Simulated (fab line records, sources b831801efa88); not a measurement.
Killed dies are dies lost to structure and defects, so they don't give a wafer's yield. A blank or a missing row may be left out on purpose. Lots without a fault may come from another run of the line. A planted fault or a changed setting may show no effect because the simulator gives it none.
Which tool did it? | flow gf180mcu | 14 lots, 42 wafers sampled, at 2 steps of a route of 602

WHAT THE GAUGES READ, wafer by wafer
GF_M2_THK_MEAS_06: measures by xrf.
lot  | measured     | on            | M2_ALCU_THK (nm)
L437 | day 18 01:02 | film_metro-02 | 460 461 459
L439 | day 18 19:22 | film_metro-02 | 452 460 456
L440 | day 19 05:10 | film_metro-03 | 457 450 456
L441 | day 19 19:12 | film_metro-02 | 454 454 451
L442 | day 20 08:37 | film_metro-03 | 457 455 448
L443 | day 20 19:38 | film_metro-02 | 460 454 455
L445 | day 21 05:10 | film_metro-03 | 449 457 455
L446 | day 21 17:35 | film_metro-01 | 444 449 449
L447 | day 22 02:01 | film_metro-02 | 464 465 453
L449 | day 22 17:03 | film_metro-02 | 461 458 457
L450 | day 23 02:00 | film_metro-03 | 448 451 449
L451 | day 23 08:53 | film_metro-02 | 455 450 444
L455 | day 24 17:48 | film_metro-01 | 442 442 443
L457 | day 25 04:21 | film_metro-01 | 438 445 440

GF_M3_THK_MEAS_06: measures by xrf.
lot  | measured     | on            | M3_ALCU_THK (nm)
L437 | day 20 02:53 | film_metro-04 | 459 441 455
L439 | day 20 22:51 | film_metro-03 | 451 450 451
L440 | day 21 08:36 | film_metro-02 | 454 450 448
L441 | day 21 21:24 | film_metro-04 | 444 443 442
L442 | day 22 10:43 | film_metro-03 | 445 445 451
L443 | day 22 21:41 | film_metro-04 | 454 448 440
L445 | day 23 06:29 | film_metro-03 | 450 451 449
L446 | day 23 18:12 | film_metro-03 | 450 454 453
L447 | day 24 02:45 | film_metro-04 | 442 448 439
L449 | day 24 16:54 | film_metro-02 | 452 459 458
L450 | day 25 01:21 | film_metro-03 | 459 453 455
L451 | day 25 07:49 | film_metro-04 | 452 440 446
L455 | day 26 16:29 | film_metro-02 | 453 458 464
L457 | day 27 00:57 | film_metro-04 | 443 441 438

WHICH TOOL RAN EACH LOT (tool, then ch and the chambers of the sampled wafers, then the start)
The record holds no process step before these readings.

WHAT THE TOOLS THEMSELVES READ (means of the sampled wafers that have a number; where no wafer has one, the mark that the record gives instead)
The record holds no such reading with a usual standard deviation.

THE ANSWER, worked out from the rows above alone
Rule: what is usual is taken from the lots themselves. Put in order of their means at a reading, lots are off if they are a third of the lots or fewer, leave a main group of 4 or more, and stand apart from it by a gap of 3 or more times the standard deviation of the main group's means; of several such gaps the widest counts. A main group whose means are all the same, to the digits that the tables above print for the reading, isn't used. A lot without any number at a reading at which 4 lots or more have one is off too. The other lots that the step has rows for count as sound. The gauges are gone through in route order, then the tools' own readings, and for those a lot's mean is taken as printed above. The first step at which some lot is off is used, and at that step the reading that is off furthest; a lot without a number counts as furthest.
No lot is off at any reading shown: from this, nothing can be told.

WHAT THE SIMULATOR HAD PUT IN
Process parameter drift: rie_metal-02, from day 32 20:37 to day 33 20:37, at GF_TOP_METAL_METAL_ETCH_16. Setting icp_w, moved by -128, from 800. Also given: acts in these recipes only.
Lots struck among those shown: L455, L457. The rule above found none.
